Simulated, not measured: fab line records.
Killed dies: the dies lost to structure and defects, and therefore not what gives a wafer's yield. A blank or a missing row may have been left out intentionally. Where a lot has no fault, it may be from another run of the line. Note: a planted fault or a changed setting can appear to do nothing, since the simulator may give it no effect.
Matching of chambers + flow sky130 + 4 sister chambers for SKY_POLY_GATE_ETCH_17 on rie si-01
The step etches poly-Si in HBr/Cl2, stops on SiO2, target depth 180 nm, time 70.5 s. 16 wafers are shown with their chamber, then 8 later ones without.

== WAFERS, EACH WITH ITS CHAMBER ==
| wafer  | chamber | drypump motor current A (A) | throttle valve pct (%) | oes product au (a.u.) |
|--------|---------|-----------------------------|------------------------|-----------------------|
| L507.1 | 2       | 6.7                         | 33.695                 | 0.968                 |
| L507.2 | 3       | 6.1                         | 33.690                 | 0.976                 |
| L507.6 | 1       | 5.6                         | 33.699                 | 0.977                 |
| L508.2 | 3       | 6.1                         | 33.694                 | 0.983                 |
| L508.3 | 1       | 5.6                         | 33.687                 | 0.985                 |
| L508.4 | 2       | 6.7                         | 33.700                 | 0.969                 |
| L512.1 | 3       | 6.0                         | 33.689                 | 0.981                 |
| L512.5 | 2       | 6.7                         | 33.690                 | 0.981                 |
| L512.6 | 1       | 5.6                         | 33.676                 | 0.977                 |
| L513.2 | 3       | 6.1                         | 33.686                 | 0.984                 |
| L513.3 | 2       | 6.7                         | 33.690                 | 0.969                 |
| L513.5 | 2       | 6.7                         | 33.682                 | 0.971                 |
| L514.3 | 0       | 5.9                         | 33.685                 | 0.989                 |
| L514.4 | 3       | 6.0                         | 33.681                 | 0.978                 |
| L514.6 | 0       | 5.9                         | 33.667                 | 0.971                 |
| L515.1 | 1       | 5.6                         | 33.684                 | 0.987                 |

SIGNATURES (averages over the wafers above)
| reading                 | chamber 0 | chamber 1 | chamber 2 | chamber 3 | scatter within a chamber |
|-------------------------|-----------|-----------|-----------|-----------|--------------------------|
| drypump motor current A | 5.900     | 5.600     | 6.700     | 6.060     | 0.0316                   |
| throttle valve pct      | 33.67600  | 33.68650  | 33.69140  | 33.68800  | 0.00768                  |
| oes product au          | 0.98000   | 0.98150   | 0.97160   | 0.98040   | 0.00581                  |
Rule: for a wafer and a chamber, the distance is found by dividing, reading by reading, the gap between the wafer's reading and the chamber's mean by the reading's scatter, squaring, summing and taking the root. The wafer belongs to the nearest chamber; if the next one is less than 2 further off, it can't be placed. The scatter is the square root of a quotient: the sum, over the shown wafers, of each reading's squared deviation from its chamber's mean, divided by wafers minus chambers.

== WAFERS WITH NO CHAMBER GIVEN ==
| wafer  | drypump motor current A (A) | throttle valve pct (%) | oes product au (a.u.) |
|--------|-----------------------------|------------------------|-----------------------|
| L515.2 | 5.9                         | 33.694                 | 0.974                 |
| L515.3 | 6.0                         | 33.690                 | 0.977                 |
| L517.2 | 5.9                         | 33.687                 | 0.984                 |
| L517.3 | 6.7                         | 33.691                 | 0.991                 |
| L517.4 | 6.1                         | 33.694                 | 0.992                 |
| L523.2 | 5.9                         | 33.691                 | 0.998                 |
| L523.3 | 6.0                         | 33.694                 | 0.985                 |
| L523.6 | 5.9                         | 33.689                 | 0.984                 |

== WHICH CHAMBER EACH ONE RAN IN ==
| wafer  | from the rows above     | in truth |
|--------|-------------------------|----------|
| L515.2 | 0                       | 0        |
| L515.3 | can't be placed: 3 or 0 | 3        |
| L517.2 | 0                       | 0        |
| L517.3 | 2                       | 2        |
| L517.4 | 3                       | 3        |
| L523.2 | 0                       | 0        |
| L523.3 | can't be placed: 3 or 0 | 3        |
| L523.6 | 0                       | 0        |
Placed correctly: 6 of 8. Not placeable from these rows: 2 (in 2, the candidates include the true chamber). Wrongly placed: 0.
